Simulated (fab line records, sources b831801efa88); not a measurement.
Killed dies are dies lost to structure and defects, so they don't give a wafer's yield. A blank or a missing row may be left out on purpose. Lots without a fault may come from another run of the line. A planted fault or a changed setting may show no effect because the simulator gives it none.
Which tool did it? | flow gf180mcu | 7 lots, 21 wafers sampled, at 2 steps of a route of 602

WHAT THE GAUGES READ, wafer by wafer
GF_HV_LDD_TW_MEAS_38.
lot  | measured     | on            | HV_LDD_3_TW
L561 | day 12 01:12 | film_metro-03 | 1438 1434 1429
L566 | day 13 23:50 | film_metro-04 | 1426 1426 1441
L568 | day 14 15:55 | film_metro-01 | 1308 1311 1305 1308 1308 1308
L571 | day 15 11:16 | film_metro-04 | 1440 1441 1435
L575 | day 16 16:44 | film_metro-01 | 1419 1411 1406
L579 | day 18 02:10 | film_metro-04 | 1427 1425 1419
L581 | day 18 15:00 | film_metro-03 | 1445 1450 1447

WHICH TOOL RAN EACH LOT (tool, then ch and the chambers of the sampled wafers, then the start)
lot  | GF_HV_LDD_IMPLANT_33
L561 | implanter-03 ch 0, day 12 00:30
L566 | implanter-03 ch 0, day 13 23:10
L568 | implanter-04, day 14 15:14
L571 | implanter-03 ch 0, day 15 10:34
L575 | implanter-04 ch 0, day 16 16:02
L579 | implanter-02 ch 0, day 18 01:28
L581 | implanter-03 ch 0, day 18 14:17
- GF_HV_LDD_IMPLANT_33

THE ANSWER, worked out from the rows above alone
Rule: what is usual is taken from the lots themselves. Put in order of their means at a reading, lots are off if they are a third of the lots or fewer, leave a main group of 4 or more, and stand apart from it by a gap of 3 or more times the standard deviation of the main group's means; of several such gaps the widest counts. A main group whose means are all the same, to the digits that the tables above print for the reading, isn't used. A lot without any number at a reading at which 4 lots or more have one is off too. The other lots that the step has rows for count as sound.
Off: L568, at GF_HV_LDD_TW_MEAS_38 (HV_LDD_3_TW). The main group: mean 1431, standard deviation 11.
A tool fits if, at a process step before that reading, it ran every lot that is off, and no sound lot after the first of them. The gauges at GF_HV_LDD_TW_MEAS_38 are tried like those tools. None of those tried fits.

WHAT THE SIMULATOR HAD PUT IN
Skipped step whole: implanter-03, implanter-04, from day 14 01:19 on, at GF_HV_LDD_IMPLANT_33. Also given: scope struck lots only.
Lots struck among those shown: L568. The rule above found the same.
